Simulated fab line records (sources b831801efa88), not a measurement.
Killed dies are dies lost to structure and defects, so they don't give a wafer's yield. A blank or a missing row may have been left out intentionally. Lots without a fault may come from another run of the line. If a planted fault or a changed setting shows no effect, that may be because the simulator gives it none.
The tool behind it: which one? | flow sky130 | 39 wafers sampled from 13 lots at 1 step of a route of 708

== WHAT EACH GAUGE READ, for each wafer ==
SKY_SONOS_ONO_OVL_MEAS_14.
lot  | measured     | on         | SONOS_ONO_OVL (nm)
L786 | day 12 16:29 | overlay-01 | -0.5 1.0 0.5
L787 | day 13 01:47 | overlay-01 | -1.0 0.5 -1.9
L790 | day 14 00:56 | overlay-01 | 0.5 0.8 0.5
L793 | day 15 11:23 | overlay-01 | -0.4 -0.2 0.2
L794 | day 15 17:17 | overlay-02 | 0.7 1.3 1.4
L795 | day 15 20:14 | overlay-02 | -0.9 -0.5 -0.9
L802 | day 18 14:53 | overlay-02 | 2.0 0.1 0.9
L801 | day 18 15:08 | overlay-02 | 2.4 0.7 2.1
L803 | day 18 18:24 | overlay-01 | -0.6 -3.1 -1.6
L804 | day 18 18:32 | overlay-02 | 1.3 1.8 1.0
L805 | day 19 02:27 | overlay-02 | -1.4 -2.3 -0.5
L807 | day 19 17:53 | overlay-02 | -0.1 0.9 -0.4
L809 | day 20 12:59 | overlay-01 | -2.0 -1.2 -1.3

== WHICH TOOL RAN EACH LOT (tool, then ch and the chambers of the sampled wafers, then the start) ==
No process step before these readings appears in the record.

== AS READ BY THE TOOLS THEMSELVES (means over the sampled wafers that have a number; for cases with no such wafer, the mark the record gives instead) ==
The record holds no such reading with a usual standard deviation.

== THE ANSWER, worked out from the rows above alone ==
Rule: the lots themselves supply what counts as usual. The widest of any qualifying gaps counts: lots, ordered by their means at a reading, are off when they make up no more than a third of the lots, leave a main group of 4 or more, and stand apart from it by 3 or more times the standard deviation of that group's means. Not used: any main group whose means are identical at the precision the tables above print for the reading. Also off: a lot with no number at a reading for which 4 or more lots have one. All remaining lots with rows at the step are treated as sound. Order of review: gauges by route order, followed by the tools' own readings, for which a lot's mean as printed above is used. The first step at which some lot is off is used, and at that step the reading that is off furthest; a lot without a number counts as furthest.
No lot is off on any of the readings shown, so nothing can be concluded from this.

== WHAT THE SIMULATOR HAD INSERTED ==
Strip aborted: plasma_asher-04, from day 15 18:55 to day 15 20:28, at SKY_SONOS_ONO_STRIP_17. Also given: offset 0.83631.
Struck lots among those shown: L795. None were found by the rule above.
